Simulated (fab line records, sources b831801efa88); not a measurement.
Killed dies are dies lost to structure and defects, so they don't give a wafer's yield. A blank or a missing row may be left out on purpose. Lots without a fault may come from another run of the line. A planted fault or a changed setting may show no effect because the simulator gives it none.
Which tool did it? | flow sfq_line | 14 lots, 42 wafers sampled, at 1 step of a route of 325

WHAT THE GAUGES READ, wafer by wafer
SFQ_I1_BOW_MEAS_912.
lot  | measured     | on            | I1_BOW (um)
L785 | day 11 15:36 | film_metro-02 | -7 -3 -8
L786 | day 11 21:36 | film_metro-02 | -2 -8 -1
L787 | day 12 07:14 | film_metro-03 | 10 -5 -2
L788 | day 12 23:07 | film_metro-03 | 14 4 7
L791 | day 13 11:07 | film_metro-02 | 11 7 6
L797 | day 15 01:35 | film_metro-02 | -7 11 6
L798 | day 15 05:08 | film_metro-04 | 4 4 -6
L799 | day 15 09:25 | film_metro-03 | 2 6 3
L800 | day 15 22:35 | film_metro-03 | -10 -3 -3
L801 | day 16 04:35 | film_metro-04 | -3 -1 -2
L802 | day 16 14:22 | film_metro-03 | 1 -21 -1
L803 | day 16 20:29 | film_metro-03 | 8 -7 -1
L807 | day 18 06:52 | film_metro-03 | 17 1 21
L808 | day 18 12:52 | film_metro-02 | 1 8 -4

WHICH TOOL RAN EACH LOT (tool, then ch and the chambers of the sampled wafers, then the start)
The record holds no process step before these readings.

WHAT THE TOOLS THEMSELVES READ (means of the sampled wafers that have a number; where no wafer has one, the mark that the record gives instead)
The record holds no such reading with a usual standard deviation.

THE ANSWER, worked out from the rows above alone
Rule: what is usual is taken from the lots themselves. Put in order of their means at a reading, lots are off if they are a third of the lots or fewer, leave a main group of 4 or more, and stand apart from it by a gap of 3 or more times the standard deviation of the main group's means; of several such gaps the widest counts. A main group whose means are all the same, to the digits that the tables above print for the reading, isn't used. A lot without any number at a reading at which 4 lots or more have one is off too. The other lots that the step has rows for count as sound. The gauges are gone through in route order, then the tools' own readings, and for those a lot's mean is taken as printed above. The first step at which some lot is off is used, and at that step the reading that is off furthest; a lot without a number counts as furthest.
No lot is off at any reading shown: from this, nothing can be told.

WHAT THE SIMULATOR HAD PUT IN
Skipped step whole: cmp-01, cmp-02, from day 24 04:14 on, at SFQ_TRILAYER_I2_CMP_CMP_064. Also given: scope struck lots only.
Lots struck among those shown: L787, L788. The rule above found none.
